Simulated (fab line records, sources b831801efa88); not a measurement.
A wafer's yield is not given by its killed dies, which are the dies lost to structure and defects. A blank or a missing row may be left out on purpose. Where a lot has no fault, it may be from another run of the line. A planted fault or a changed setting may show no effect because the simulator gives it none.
Matching of chambers :: flow gf180mcu :: GF_M5_ETCH_09 on rie-diel-03 has 4 sister chambers
The step etches Si3N4 in CF4/O2, target depth 52 nm, time 11.6 s. 4 wafers are shown with their chamber, then 7 later ones without.

## WAFERS WITH THEIR CHAMBER
wafer: L686.4
chamber: 3
oes-product-au (a.u.): 1.009

wafer: L686.5
chamber: 0
oes-product-au (a.u.): 0.976

wafer: L688.1
chamber: 2
oes-product-au (a.u.): 1.013

wafer: L688.4
chamber: 1
oes-product-au (a.u.): 1.008

## WAFERS WITH NO CHAMBER GIVEN
wafer: L688.6
oes-product-au (a.u.): 1.007

wafer: L690.1
oes-product-au (a.u.): 1.011

wafer: L690.5
oes-product-au (a.u.): 0.984

wafer: L690.6
oes-product-au (a.u.): 0.994

wafer: L692.1
oes-product-au (a.u.): 0.996

wafer: L692.2
oes-product-au (a.u.): 0.980

wafer: L692.4
oes-product-au (a.u.): 0.988

## THE CHAMBER EACH PASSED THROUGH
wafer: L688.6
from the rows above: can't be placed: 1 or 3 or 2
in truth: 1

wafer: L690.1
from the rows above: can't be placed: 2 or 3 or 1
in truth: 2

wafer: L690.5
from the rows above: can't be placed: 0 or 1 or 3
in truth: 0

wafer: L690.6
from the rows above: can't be placed: 1 or 3 or 0 or 2
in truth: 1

wafer: L692.1
from the rows above: can't be placed: 1 or 3 or 2 or 0
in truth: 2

wafer: L692.2
from the rows above: 0
in truth: 0

wafer: L692.4
from the rows above: can't be placed: 0 or 1 or 3 or 2
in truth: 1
Correct placement for 1 of the 7. Can't be placed from these rows: 6 (the true chamber is among the candidates in 6). Placed wrongly: 0.
How it was worked out, from the rows above alone: a wafer's distance from a chamber is the root of the sum, over the readings, of the square of ((its reading less the chamber's mean) divided by the reading's scatter). The wafer belongs to the nearest chamber; if the next one is less than 2 further off, it can't be placed. For every chamber, the mean is computed from those of its wafers that are shown. The scatter: with one shown wafer a chamber, the root of the mean of the squares of how far each hidden wafer lies from its nearest shown one.
